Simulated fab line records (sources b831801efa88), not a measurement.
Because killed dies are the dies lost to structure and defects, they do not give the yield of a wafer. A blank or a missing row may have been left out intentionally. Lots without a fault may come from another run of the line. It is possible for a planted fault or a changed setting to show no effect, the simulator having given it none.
fab line records    flow sky130
record: lots: 6  wafers: 18  lastDay: 50
route steps=708 shown VIA4@648 PAD_OPEN@708
lots that met no fault: taken from a fault-free run of the same line
startH: the number of hours between the record's first day and the start of the first shown wafer of the lot    waitH: hours elapsed since this lot's preceding step    " as in the row above    L1.1+2: a row that stands for several wafers    - no value present, or no start provided    * or withheld: withheld    < > ~ a bound
route shown NAME@n: NAME is a module with steps in the file, n the number in the route of the first one    usual: the fault-free wafers' mean and standard deviation    same: alike in all rows    chamber/n: place in a boat    sites: readings site by site    _std_site: the standard deviation of these    _edge_site: outer sites' mean less inner sites'    radiusMm: for every site, how far away it sits from the centre of the wafer    mask NAME#n: copy n    behind: the last tool/chamber to shape the wafer    hold: what put the lot on hold/how long, in hours/how the hold closed    device: transistor that didn't switch, given as n, p or np    end of line: the route-end tests of the same wafers    step lacking rows: just its recipe    killed: dies lost to structure and defects at the first sort, not the wafer's yield    map: a wafer's dies, marking killed ones x, the rest . and places with no die _
set.NAME: the setting as run; set.NAME@STEP: as run at that earlier step    model.NAME: the simulator's own value behind a step, which no gauge read
certain route steps with their lots: each step a table, each wafer a row
services: when a tool's chamber went out of use (startH, in hours from the record's first day, below 0 if earlier), for how many hours, and the reason
== steps ==
step: SKY_VIA4_PEB_09
recipe: tempC: withheld  timeS: *  resist: NOVOLAK
step: SKY_VIA4_DEVELOP_10
recipe: resist: NOVOLAK  developer: TMAH  developTimeS: 60  devTempC: 23
step: SKY_VIA4_OVL_MEAS_11
usual: VIA4_OVL: 0.1/1.6
lot.wafer  tool        chamber  startH   waitH  VIA4_OVL[nm]
L889.1     overlay-01  -        1009.13  0.1    -1.7
L889.5     "           -        "        "      -0.6
L889.6     "           -        "        "      -0.3
L893.2     overlay-01  -        1038.81  0.1    0.3
L893.4     "           -        "        "      -0.5
L893.5     "           -        "        "      -2.9
L902.1     overlay-01  -        1091.56  0.1    -0.3
L902.5     "           -        "        "      -0.4
L902.6     "           -        "        "      0.0
L903.1     overlay-02  -        1103.24  0.1    -0.3
L903.5     "           -        "        "      -0.7
L903.6     "           -        "        "      -1.5
L905.2     overlay-02  -        1114.26  0.1    -0.4
L905.3     "           -        "        "      -1.1
L905.4     "           -        "        "      -1.2
L907.3     overlay-02  -        1137.35  0.1    -1.1
L907.4     "           -        "        "      -0.9
L907.5     "           -        "        "      1.5
step: SKY_VIA4_ETCH_12
recipe: target: SiO2  chemistry: C4F8/O2/Ar  stopOn: TiN  maskMaterial: NOVOLAK  sourceW: 1500  biasW: 1200  pressureMtorr: 40  c4f8FlowSccm: withheld  O2_flow_sccm: 6  Ar_flow_sccm: 300  timeS: withheld  targetDepthA: 5800
usual: oesProductAu: 0.925/0.0043
lot.wafer  tool        chamber  startH   waitH  oesProductAu
L889.1     rieDiel-01  3        1009.17  0.0    0.924
L889.5     "           3        "        "      0.918
L889.6     "           1        "        "      0.931
L893.2     rieDiel-04  1        1038.84  0.0    0.930
L893.4     "           2        "        "      0.925
L893.5     "           0        "        "      0.932
L902.1     rieDiel-02  2        1091.59  0.0    0.918
L902.5     "           0        "        "      0.928
L902.6     "           3        "        "      0.926
L903.1     rieDiel-02  1        1103.27  0.0    0.933
L903.5     "           1        "        "      0.919
L903.6     "           0        "        "      0.927
L905.2     rieDiel-04  3        1114.29  0.0    0.928
L905.3     "           1        "        "      0.932
L905.4     "           2        "        "      0.933
L907.3     rieDiel-01  3        1137.37  0.0    0.926
L907.4     "           1        "        "      0.931
L907.5     "           1        "        "      0.924
step: SKY_VIA4_STRIP_13
recipe: chemistry: O2/N2  powerW: 1400  pressureMtorr: 1500  platenTempC: withheld  o2FlowSccm: 3000  n2FlowSccm: 300  overashFraction: 0.5
usual: drypumpMotorCurrentA: 5.8/0.43  oesProductAu: 0.710/0.0043  stripTimeToEndpointS: 12.81/0.035
lot.wafer  tool            chamber  startH   waitH  drypumpMotorCurrentA  oesProductAu  rfHoursCounterH  stripTimeToEndpointS
L889.1     plasmaAsher-03  0        1009.33  -      5.6                   0.714         60               12.79
L889.5     "               1        "        "      5.8                   0.710         -                12.82
L889.6     "               0        "        "      5.6                   0.707         -                12.79
L893.2     plasmaAsher-03  0        1038.92  -      5.6                   0.708         63               12.81
L893.4     "               1        "        "      5.7                   0.710         -                12.83
L893.5     "               1        "        "      5.8                   0.710         -                12.80
L902.1     plasmaAsher-03  0        1091.67  -      5.6                   0.720         68               12.81
L902.5     "               1        "        "      5.8                   0.711         -                12.91
L902.6     "               0        "        "      5.6                   0.712         -                12.86
L903.1     plasmaAsher-01  0        1103.34  -      6.5                   0.712         3                12.76
L903.5     "               1        "        "      6.6                   0.708         -                12.79
L903.6     "               0        "        "      6.5                   0.711         -                12.79
L905.2     plasmaAsher-01  1        1114.37  -      6.6                   0.713         4                12.80
L905.3     "               1        "        "      6.6                   0.711         -                12.80
L905.4     "               0        "        "      6.5                   0.705         -                12.77
L907.3     plasmaAsher-01  1        1137.48  -      6.6                   0.706         -                12.83
L907.4     "               0        "        "      6.5                   0.713         -                12.77
L907.5     "               1        "        "      6.6                   0.712         -                12.82
step: SKY_VIA4_STRIP_14
recipe: chemistry: postEtchResidueRemover  timeS: 1200  tempC: 72.5
step: SKY_VIA4_CLEAN_15
recipe: chemistry: IPA  timeS: 180  tempC: 25
step: SKY_VIA4_CLEAN_16
recipe: chemistry: O3/DIW  dry: n2Spin
step: SKY_VIA4_SPUTTER_17
recipe: material: TiN  targetThkNm: 20  chamberPressurePa: 5  powerW: 4000  timeS: 80
usual: chamberPressurePa: 5.001/0.011  throttleValvePct: 29.9/1.2
lot.wafer  tool           chamber  startH   waitH  chamberPressurePa  throttleValvePct
L889.1     pvdSputter-04  -        1009.92  0.0    4.994              29.6
L889.5     "              -        "        "      5.009              29.7
L889.6     "              -        "        "      5.011              32.0
L893.2     pvdSputter-01  -        1039.53  0.0    4.994              29.5
L893.4     "              -        "        "      4.991              29.1
L893.5     "              -        "        "      4.999              30.4
L902.1     pvdSputter-04  -        1092.29  0.0    5.008              31.8
L902.5     "              -        "        "      5.005              28.3
L902.6     "              -        "        "      5.008              31.8
L903.1     pvdSputter-03  -        1103.94  0.0    5.015              30.8
L903.5     "              -        "        "      5.010              30.4
L903.6     "              -        "        "      4.998              30.2
L905.2     pvdSputter-03  -        1114.97  0.0    4.992              30.5
L905.3     "              -        "        "      5.000              30.1
L905.4     "              -        "        "      4.995              28.8
L907.3     pvdSputter-04  -        1138.15  0.0    5.022              31.6
L907.4     "              -        "        "      5.009              28.6
L907.5     "              -        "        "      5.003              28.2
step: SKY_VIA4_CVD_18
recipe: material: W  targetThkNm: 505  timeS: 152.14  tempC: 400  pressureTorr: 40
usual: heaterPowerW: 840/97
lot.wafer  tool     chamber  startH   waitH  heaterPowerW
L889.1     cvdW-01  0        1009.98  0.0    958
L889.5     "        1        "        "      929
L889.6     "        0        "        "      964
L893.2     cvdW-02  1        1039.59  0.0    708
L893.4     "        0        "        "      846
L893.5     "        1        "        "      705
L902.1     cvdW-02  0        1092.35  0.0    881
L902.5     "        1        "        "      704
L902.6     "        0        "        "      880
L903.1     cvdW-02  1        1104.00  0.0    715
L903.5     "        0        "        "      861
L903.6     "        1        "        "      716
L905.2     cvdW-01  1        1115.04  0.0    933
L905.3     "        0        "        "      926
L905.4     "        1        "        "      917
L907.3     cvdW-01  1        1138.26  0.1    937
L907.4     "        0        "        "      929
L907.5     "        1        "        "      935
step: SKY_VIA4_RS_MEAS_19
recipe: thkMeasGauge: four-point-probe  reads: W_of_VIA4_CVD_18+TiN_of_VIA4_SPUTTER_17
usual: VIA4_W_RS: 0.228/0.003
lot.wafer  tool          chamber  startH   waitH  VIA4_W_RS[ohm/sq]
L889.1     filmMetro-03  -        1010.13  0.1    0.225
L889.5     "             -        "        "      0.234
L889.6     "             -        "        "      0.225
L893.2     filmMetro-01  -        1039.76  0.1    0.229
L893.4     "             -        "        "      0.224
L893.5     "             -        "        "      0.227
L902.1     filmMetro-04  -        1092.50  0.1    0.231
L902.5     "             -        "        "      0.234
L902.6     "             -        "        "      0.232
L903.1     filmMetro-03  -        1104.16  0.1    0.232
L903.5     "             -        "        "      0.234
L903.6     "             -        "        "      0.234
L905.2     filmMetro-04  -        1115.21  0.1    0.233
L905.3     "             -        "        "      0.226
L905.4     "             -        "        "      0.227
L907.3     filmMetro-01  -        1138.40  0.1    0.232
L907.4     "             -        "        "      0.227
L907.5     "             -        "        "      0.230
step: SKY_VIA4_THK_MEAS_20
recipe: thkMeasGauge: xrf  reads: W_of_VIA4_CVD_18
usual: VIA4_W_THK: 499/9
lot.wafer  tool          chamber  startH   waitH  VIA4_W_THK[nm]
L889.1     filmMetro-03  -        1010.25  0.1    510
L889.5     "             -        "        "      488
L889.6     "             -        "        "      508
L893.2     filmMetro-01  -        1039.87  0.1    490
L893.4     "             -        "        "      502
L893.5     "             -        "        "      488
L902.1     filmMetro-04  -        1092.62  0.1    500
L902.5     "             -        "        "      494
L902.6     "             -        "        "      499
L903.1     filmMetro-03  -        1104.28  0.1    490
L903.5     "             -        "        "      486
L903.6     "             -        "        "      485
L905.2     filmMetro-04  -        1115.32  0.1    492
L905.3     "             -        "        "      509
L905.4     "             -        "        "      503
L907.3     filmMetro-01  -        1138.50  0.1    485
L907.4     "             -        "        "      498
L907.5     "             -        "        "      495
step: SKY_VIA4_CMP_21
recipe: stopOn: SiO2  tOverpolishS: 25  downForcePsi: 3.5  platenRpm: 60  targetThkNm: 0  padVelocityMS: 0.94248
usual: motorCurrentA: 10.1/1.2  overpolishRunS: 24.999/0.0098  platenRpm: 60.00/0.041  timeToEndpointS: 121/3.9
same: tOverpolishS: 25
lot.wafer  tool    chamber  startH   waitH  motorCurrentA  overpolishRunS  platenRpm  timeToEndpointS
L889.1     cmp-02  0        1010.51  0.2    11.5           24.997          60.03      121
L889.5     "       0        "        "      10.9           24.984          60.04      117
L889.6     "       1        "        "      11.6           24.994          59.95      121
L893.2     cmp-01  1        1039.92  0.0    10.0           24.995          60.02      114
L893.4     "       3        "        "      11.0           25.008          60.00      123
L893.5     "       2        "        "      9.1            24.998          60.01      116
L902.1     cmp-01  2        1092.98  0.4    9.1            0.046           60.00      190
L902.5     "       0        "        "      10.4           0.042           60.01      188
L902.6     "       1        "        "      9.6            0.040           59.94      189
L903.1     cmp-02  1        1104.49  0.2    10.6           25.015          60.02      119
L903.5     "       2        "        "      7.3            24.987          59.95      121
L903.6     "       3        "        "      9.9            25.010          59.95      116
L905.2     cmp-02  1        1115.42  0.1    11.6           25.002          60.01      126
L905.4     "       2        "        "      7.7            24.995          60.02      131
L905.3     "       3        "        "      10.4           25.004          59.98      123
L907.4     cmp-01  3        1138.58  0.1    10.9           0.037           60.06      194
L907.3     "       1        "        "      9.6            0.034           59.91      190
L907.5     "       3        "        "      10.6           0.033           60.06      192
step: SKY_PAD_OPEN_PROBE_99
usual: defectLimitedYield: 82.4/1.8  killed_at_M0_to_M3: 45/6.8  killed_at_M4_up: 3.2/1.6  killedAtContacts: 24/5.1  killedAtFrontEnd: 14/4.4  killedAtOther: 0.4/0.65  killedDies: 87/8.8  killedOnRim: 17/3.6  killedOpen: 47/7.2  killedShort: 39/6.1  sort_bin_3_pad_short: 0.9/0.38  sort_bin_5_function: 10.4/1.5  sort_bin_6_memory: 6.4/1.1  sortNPass: 405/8.8  sortYieldPct: 82.4/1.8
same: grossDies: 492  killedAtBackSide: 0  sort_bin_4_leakage[%]: 0  sort_bin_8_speed[%]: 0
lot.wafer  tool       chamber  startH   waitH  defectLimitedYield[%]  killed_at_M0_to_M3  killed_at_M4_up  killedAtContacts  killedAtFrontEnd  killedAtOther  killedDies  killedOnRim  killedOpen  killedShort  sort_bin_3_pad_short[%]  sort_bin_5_function[%]  sort_bin_6_memory[%]  sortNPass  sortYieldPct[%]
L893.2     prober-01  -        1104.95  0.1    82.1                   38                  3                31                16                0              88          18           52          36           1.0                      10.4                    6.5                   404        82.1
L893.4     prober-01  -        1105.05  0.2    81.5                   55                  2                28                6                 0              91          19           54          36           0.6                      10.8                    7.1                   401        81.5
L893.5     prober-01  -        1105.10  0.2    82.1                   52                  3                19                14                0              88          20           53          35           0.8                      13.0                    4.1                   404        82.1
L902.1     prober-02  -        1153.58  0.1    0                      42                  409              21                20                0              492         96           43          42           83.7                     9.6                     6.7                   0          0
L902.5     prober-02  -        1153.78  0.2    0                      40                  399              31                22                0              492         96           50          44           81.1                     11.6                    7.3                   0          0
L902.6     prober-02  -        1153.83  0.2    0                      48                  409              23                12                0              492         96           46          44           82.9                     9.1                     7.9                   0          0
L903.1     prober-01  -        1164.63  0.1    83.5                   37                  4                26                12                2              81          16           43          37           0.8                      8.9                     6.7                   411        83.5
L903.5     prober-01  -        1164.83  0.2    80.7                   43                  3                30                19                0              95          20           44          50           1.2                      11.4                    6.7                   397        80.7
L903.6     prober-01  -        1164.88  0.2    81.1                   54                  4                24                11                0              93          21           42          51           0.6                      11.4                    6.9                   399        81.1
L905.2     prober-01  -        1174.52  0.1    85.2                   42                  2                15                14                0              73          16           44          29           0.8                      9.1                     4.9                   419        85.2
L905.3     prober-01  -        1174.57  0.2    79.3                   50                  7                20                25                0              102         19           46          55           2.0                      12.8                    5.9                   390        79.3
L905.4     prober-01  -        1174.62  0.2    82.1                   44                  6                21                17                0              88          18           53          35           0.4                      11.2                    6.3                   404        82.1
L907.3     prober-01  -        1193.57  0.2    0                      41                  418              20                13                0              492         96           39          38           84.6                     8.9                     6.5                   0          0
L907.4     prober-01  -        1193.62  0.2    0                      49                  406              20                17                0              492         96           44          44           82.9                     11.0                    6.1                   0          0
L907.5     prober-01  -        1193.67  0.2    0                      55                  392              30                15                0              492         96           51          52           80.1                     12.6                    7.3                   0          0
killed by level:class
L893.2 CONTACT:geometricParticle:open=9 VIA1:geometricParticle:open=9 LI_CONTACT:geometricParticle:open=8 VIA2:geometricParticle:open=7 CONTACT:geometricParticle:short=6 FIELD_ISO:geometricParticle:open=5 VIA3:geometricParticle:open=5 LOCAL_INTERCONNECT:geometricParticle:short=4
L893.4 VIA3:geometricParticle:open=14 VIA1:geometricParticle:open=11 METAL2:geometricParticle:short=9 CONTACT:geometricParticle:open=7 LI_CONTACT:geometricParticle:open=6 VIA2:geometricParticle:open=6 CONTACT:geometricParticle:short=5 LI_CONTACT:geometricParticle:short=4
L893.5 VIA1:geometricParticle:open=14 VIA3:geometricParticle:open=7 VIA2:geometricParticle:short=7 LI_CONTACT:geometricParticle:open=6 VIA2:geometricParticle:open=6 CONTACT:geometricParticle:open=6 POLY_GATE:geometricParticle:short=4 METAL2:geometricParticle:short=4
L902.1 VIA4:areaCmp=407 VIA1:geometricParticle:open=11 VIA1:geometricParticle:short=8 CONTACT:geometricParticle:open=7 LI_CONTACT:geometricParticle:open=6 FIELD_ISO:geometricParticle:open=5 FIELD_ISO:geometricParticle:short=4 POLY_GATE:geometricParticle:short=4
L902.5 VIA4:areaCmp=398 VIA1:geometricParticle:open=12 LI_CONTACT:geometricParticle:open=11 CONTACT:geometricParticle:open=11 METAL1:geometricParticle:short=8 POLY_GATE:geometricParticle:short=7 FIELD_ISO:geometricParticle:short=6 VIA3:geometricParticle:open=4
L902.6 VIA4:areaCmp=402 CONTACT:geometricParticle:open=12 METAL2:geometricParticle:short=9 VIA1:geometricParticle:short=7 METAL1:geometricParticle:short=6 VIA1:geometricParticle:open=6 LI_CONTACT:geometricParticle:open=5 METAL4:geometricParticle:short=5
L903.1 LI_CONTACT:geometricParticle:open=9 CONTACT:geometricParticle:open=8 VIA3:geometricParticle:open=8 VIA1:geometricParticle:open=6 VIA2:geometricParticle:short=5 CONTACT:geometricParticle:short=4 METAL3:geometricParticle:short=4 FIELD_ISO:geometricParticle:short=3
L903.5 CONTACT:geometricParticle:open=14 POLY_GATE:geometricParticle:short=7 VIA2:geometricParticle:open=7 VIA1:geometricParticle:short=7 VIA1:geometricParticle:open=6 CONTACT:geometricParticle:short=6 FIELD_ISO:geometricParticle:short=5 LI_CONTACT:geometricParticle:short=5
L903.6 METAL1:geometricParticle:short=14 VIA1:geometricParticle:open=9 VIA1:geometricParticle:short=7 CONTACT:geometricParticle:open=6 METAL2:geometricParticle:short=6 VIA2:geometricParticle:open=5 CONTACT:geometricParticle:short=5 METAL1:geometricParticle:open=5
L905.2 VIA1:geometricParticle:open=10 VIA2:geometricParticle:open=10 VIA3:geometricParticle:open=8 CONTACT:geometricParticle:open=6 FIELD_ISO:geometricParticle:short=5 POLY_GATE:geometricParticle:short=5 METAL2:geometricParticle:short=4 LOCAL_INTERCONNECT:geometricParticle:short=3
L905.3 FIELD_ISO:geometricParticle:short=10 VIA1:geometricParticle:open=9 CONTACT:geometricParticle:open=8 VIA3:geometricParticle:open=7 METAL2:geometricParticle:short=7 METAL4:geometricParticle:short=7 METAL1:geometricParticle:short=6 VIA1:geometricParticle:short=6
L905.4 VIA1:geometricParticle:open=12 FIELD_ISO:geometricParticle:open=9 VIA2:geometricParticle:open=8 CONTACT:geometricParticle:open=7 VIA3:geometricParticle:open=5 FIELD_ISO:geometricParticle:short=4 METAL2:geometricParticle:short=4 LI_CONTACT:geometricParticle:open=4
L907.3 VIA4:areaCmp=415 LI_CONTACT:geometricParticle:open=7 CONTACT:geometricParticle:open=7 VIA1:geometricParticle:open=7 VIA1:geometricParticle:short=6 VIA3:geometricParticle:short=6 FIELD_ISO:geometricParticle:open=5 VIA2:geometricParticle:open=5
L907.4 VIA4:areaCmp=404 VIA1:geometricParticle:open=10 VIA2:geometricParticle:open=6 METAL1:geometricParticle:short=6 VIA3:geometricParticle:open=6 POLY_GATE:geometricParticle:open=5 LI_CONTACT:geometricParticle:open=5 CONTACT:geometricParticle:open=5
L907.5 VIA4:areaCmp=389 VIA2:geometricParticle:open=12 LOCAL_INTERCONNECT:geometricParticle:short=8 METAL1:geometricParticle:short=8 VIA1:geometricParticle:open=8 FIELD_ISO:geometricParticle:short=7 CONTACT:geometricParticle:short=7 METAL3:geometricParticle:short=7
map L902.1 (x killed, . not)
__________xxxxxxxxxx_________
________xxxxxxxxxxxxxx_______
______xxxxxxxxxxxxxxxxxx_____
_____xxxxxxxxxxxxxxxxxxxx____
____xxxxxxxxxxxxxxxxxxxxxx___
___xxxxxxxxxxxxxxxxxxxxxxxx__
__xxxxxxxxxxxxxxxxxxxxxxxxxx_
_xxxxxxxxxxxxxxxxxxxxxxxxxxxx
_xxxxxxxxxxxxxxxxxxxxxxxxxxxx
_xxxxxxxxxxxxxxxxxxxxxxxxxxxx
_xxxxxxxxxxxxxxxxxxxxxxxxxxxx
_xxxxxxxxxxxxxxxxxxxxxxxxxxxx
_xxxxxxxxxxxxxxxxxxxxxxxxxxxx
_xxxxxxxxxxxxxxxxxxxxxxxxxxxx
_xxxxxxxxxxxxxxxxxxxxxxxxxxxx
__xxxxxxxxxxxxxxxxxxxxxxxxxx_
___xxxxxxxxxxxxxxxxxxxxxxxx__
____xxxxxxxxxxxxxxxxxxxxxx___
_____xxxxxxxxxxxxxxxxxxxx____
______xxxxxxxxxxxxxxxxxx_____
________xxxxxxxxxxxxxx_______
__________xxxxxxxxxx_________
map L907.3 (x killed, . not)
__________xxxxxxxxxx_________
________xxxxxxxxxxxxxx_______
______xxxxxxxxxxxxxxxxxx_____
_____xxxxxxxxxxxxxxxxxxxx____
____xxxxxxxxxxxxxxxxxxxxxx___
___xxxxxxxxxxxxxxxxxxxxxxxx__
__xxxxxxxxxxxxxxxxxxxxxxxxxx_
_xxxxxxxxxxxxxxxxxxxxxxxxxxxx
_xxxxxxxxxxxxxxxxxxxxxxxxxxxx
_xxxxxxxxxxxxxxxxxxxxxxxxxxxx
_xxxxxxxxxxxxxxxxxxxxxxxxxxxx
_xxxxxxxxxxxxxxxxxxxxxxxxxxxx
_xxxxxxxxxxxxxxxxxxxxxxxxxxxx
_xxxxxxxxxxxxxxxxxxxxxxxxxxxx
_xxxxxxxxxxxxxxxxxxxxxxxxxxxx
__xxxxxxxxxxxxxxxxxxxxxxxxxx_
___xxxxxxxxxxxxxxxxxxxxxxxx__
____xxxxxxxxxxxxxxxxxxxxxx___
_____xxxxxxxxxxxxxxxxxxxx____
______xxxxxxxxxxxxxxxxxx_____
________xxxxxxxxxxxxxx_______
__________xxxxxxxxxx_________
== services ==
tool            chamber  startH   hours  kind
rieDiel-01      0        999.86   12.3   repair
rieDiel-01      2        1007.87  2.7    repair
rieDiel-01      1        1017.56  2.5    repair
cmp-01          -        1026.79  11.4   pm
cvdW-02         -        1031.40  0.8    repair
rieDiel-02      2        1032.02  5.8    repair
pvdSputter-04   -        1036.50  5.6    repair
cvdW-02         -        1043.35  2.6    repair
plasmaAsher-01  -        1047.71  13.1   repair
cmp-02          -        1055.84  0.7    repair
plasmaAsher-01  -        1060.80  9.0    pm
cmp-02          -        1063.06  2.0    repair
cmp-02          -        1070.30  10.6   repair
cmp-02          -        1079.00  12.3   repair
cmp-02          -        1081.55  2.7    repair
cmp-01          -        1085.39  0.7    repair
cmp-02          -        1091.30  4.0    pm
cvdW-01         -        1095.67  0.5    repair
cmp-01          -        1099.86  3.3    repair
cmp-01          -        1111.17  1.8    repair
rieDiel-01      0        1115.00  4.3    repair
cvdW-02         0        1117.44  16.0   repair
pvdSputter-03   -        1119.91  2.9    repair
cmp-02          -        1122.97  5.0    pm
== key ==
firstSign: step: SKY_VIA4_CMP_21  reading: overpolishRunS  direction: down  sigmas: 99+  usual: 24.999  struck: 0.039
effect: step: SKY_VIA4_CMP_21  reading: timeToEndpointS  direction: up  sigmas: 18  usual: *  struck: *
effect: step: SKY_PAD_OPEN_PROBE_99  reading: killed_at_M4_up  direction: up  sigmas: 99+  usual: 3.2  struck: 405.5
moreKillsBornAt: SKY_VIA4_CMP_21@cmp-01: 2415
metAt SKY_VIA4_CMP_21
struckWafers L902.1,L902.5,L902.6,L907.3,L907.4,L907.5
laterRowsLeftOut L902.1,L902.5,L902.6,L907.3,L907.4,L907.5
onsetBetween 1039.92 1092.98
fault: kind: processParameterDrift  tool: cmp-01  chamber: -  onsetH: 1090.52  steps: SKY_VIA4_CMP_21  channel: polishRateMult  offset: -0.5  shape: step  endH: 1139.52
laterRowsLeftOut: the simulator's readings of these wafers behind a module that went badly wrong aren't trusted and aren't shown, but for the sort
